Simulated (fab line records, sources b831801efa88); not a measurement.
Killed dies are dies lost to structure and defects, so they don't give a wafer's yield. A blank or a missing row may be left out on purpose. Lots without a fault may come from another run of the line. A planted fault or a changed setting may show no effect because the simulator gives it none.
Which tool did it? | flow sky130 | 14 lots, 42 wafers sampled, at 4 steps of a route of 708

WHAT THE GAUGES READ, wafer by wafer
SKY_METAL2_OVL_MEAS_16.
lot  | measured     | on         | METAL2_OVL (nm)
L677 | day 35 17:00 | overlay-02 | -1 7 3
L679 | day 36 10:31 | overlay-02 | 2 6 0
L680 | day 36 12:18 | overlay-01 | 6 9 3
L685 | day 37 20:31 | overlay-02 | 3 5 5
L686 | day 38 07:42 | overlay-01 | 7 11 12
L690 | day 39 11:48 | overlay-02 | 3 19 4
L691 | day 39 15:33 | overlay-01 | 11 20 20
L692 | day 40 01:18 | overlay-01 | 1 -3 6
L693 | day 40 06:40 | overlay-02 | 2 4 1
L694 | day 41 00:25 | overlay-02 | -10 5 0
L695 | day 41 06:05 | overlay-02 | 5 -5 6
L696 | day 41 06:22 | overlay-02 | 11 13 1
L698 | day 41 16:58 | overlay-01 | -8 4 -6
L699 | day 42 02:41 | overlay-01 | -2 2 -5

SKY_VIA2_RS_MEAS_22: measures by four-point-probe.
lot  | measured     | on            | VIA2_W_RS (ohm/sq)
L677 | day 36 21:37 | film_metro-01 | 0.272 0.271 0.277
L679 | day 37 15:56 | film_metro-03 | 0.265 0.266 0.273
L680 | day 37 16:43 | film_metro-01 | 0.270 0.266 0.270
L685 | day 38 23:55 | film_metro-02 | 0.272 0.264 0.274
L686 | day 39 11:32 | film_metro-02 | 0.271 0.269 0.274
L690 | day 40 14:31 | film_metro-01 | 0.271 0.271 0.276
L691 | day 40 18:54 | film_metro-01 | 0.272 0.272 0.270
L692 | day 41 03:49 | film_metro-01 | 0.274 0.273 0.274
L693 | day 41 09:01 | film_metro-02 | 0.270 0.270 0.271
L694 | day 42 02:46 | film_metro-03 | 0.272 0.273 0.270
L695 | day 42 07:56 | film_metro-03 | 0.267 0.270 0.268
L696 | day 42 08:28 | film_metro-03 | 0.273 0.268 0.279
L698 | day 42 19:19 | film_metro-01 | 0.277 0.277 0.280
L699 | day 43 04:10 | film_metro-02 | 0.274 0.273 0.275

SKY_VIA2_THK_MEAS_23: measures by xrf.
lot  | measured     | on            | VIA2_W_THK (nm)
L677 | day 36 21:44 | film_metro-01 | 433 433 423
L679 | day 37 16:03 | film_metro-03 | 440 442 428
L680 | day 37 16:49 | film_metro-01 | 430 437 435
L685 | day 39 00:02 | film_metro-02 | 426 444 426
L686 | day 39 11:38 | film_metro-02 | 430 430 429
L690 | day 40 14:38 | film_metro-01 | 441 438 429
L691 | day 40 19:01 | film_metro-01 | 436 440 441
L692 | day 41 03:56 | film_metro-01 | 431 435 430
L693 | day 41 09:08 | film_metro-02 | 430 434 432
L694 | day 42 02:53 | film_metro-03 | 424 427 427
L695 | day 42 08:02 | film_metro-03 | 433 424 431
L696 | day 42 08:35 | film_metro-03 | 424 434 414
L698 | day 42 19:26 | film_metro-01 | 424 421 417
L699 | day 43 04:17 | film_metro-02 | 431 430 426

WHICH TOOL RAN EACH LOT (tool, then ch and the chambers of the sampled wafers, then the start)
lot  | SKY_VIA2_STRIP_17
L677 | wet_bench-04 ch 0, day 36 20:55
L679 | wet_bench-04 ch 1, day 37 15:14
L680 | wet_bench-04 ch 2, day 37 15:52
L685 | wet_bench-03 ch 1, day 38 23:13
L686 | wet_bench-02 ch 1, day 39 10:47
L690 | wet_bench-02 ch 2, day 40 13:50
L691 | wet_bench-03 ch 0, day 40 18:10
L692 | wet_bench-04 ch 0, day 41 03:08
L693 | wet_bench-02 ch 1, day 41 08:20
L694 | wet_bench-02 ch 1, day 42 02:05
L695 | wet_bench-04 ch 3, day 42 07:13
L696 | wet_bench-03 ch 2, day 42 07:46
L698 | wet_bench-04 ch 0, day 42 18:28
L699 | wet_bench-03 ch 1, day 43 03:28
- SKY_VIA2_STRIP_17: strips in post etch residue remover, time 1200 s.

WHAT THE TOOLS THEMSELVES READ (means of the sampled wafers that have a number; where no wafer has one, the mark that the record gives instead)
SKY_VIA2_STRIP_17.
lot  | tool         | bath_guard_temp_C (C) | bath_heat_duty_pct (%)
L677 | wet_bench-04 | 73.8                  | 14.2
L679 | wet_bench-04 | -                     | -
L680 | wet_bench-04 | -                     | -
L685 | wet_bench-03 | 72.6                  | 18.3
L686 | wet_bench-02 | 72.0                  | 14.4
L690 | wet_bench-02 | 72.8                  | 15.9
L691 | wet_bench-03 | 73.2                  | 14.3
L692 | wet_bench-04 | 73.6                  | 14.1
L693 | wet_bench-02 | 72.0                  | 12.8
L694 | wet_bench-02 | 71.9                  | 14.5
L695 | wet_bench-04 | 72.9                  | 11.7
L696 | wet_bench-03 | 73.5                  | 17.4
L698 | wet_bench-04 | 73.5                  | 14.3
L699 | wet_bench-03 | 72.4                  | 17.4

THE ANSWER, worked out from the rows above alone
Rule: what is usual is taken from the lots themselves. Put in order of their means at a reading, lots are off if they are a third of the lots or fewer, leave a main group of 4 or more, and stand apart from it by a gap of 3 or more times the standard deviation of the main group's means; of several such gaps the widest counts. A main group whose means are all the same, to the digits that the tables above print for the reading, isn't used. A lot without any number at a reading at which 4 lots or more have one is off too. The other lots that the step has rows for count as sound. The gauges are gone through in route order, then the tools' own readings, and for those a lot's mean is taken as printed above. The first step at which some lot is off is used, and at that step the reading that is off furthest; a lot without a number counts as furthest.
Off: L679, L680, at SKY_VIA2_STRIP_17 (bath_guard_temp_C). Without a number there: L679, L680. The main group: mean 72.8 C, standard deviation 0.65.
A tool fits if, at that step or a process step before it, it ran every lot that is off, and no sound lot after the first of them. None of those tried fits.

WHAT THE SIMULATOR HAD PUT IN
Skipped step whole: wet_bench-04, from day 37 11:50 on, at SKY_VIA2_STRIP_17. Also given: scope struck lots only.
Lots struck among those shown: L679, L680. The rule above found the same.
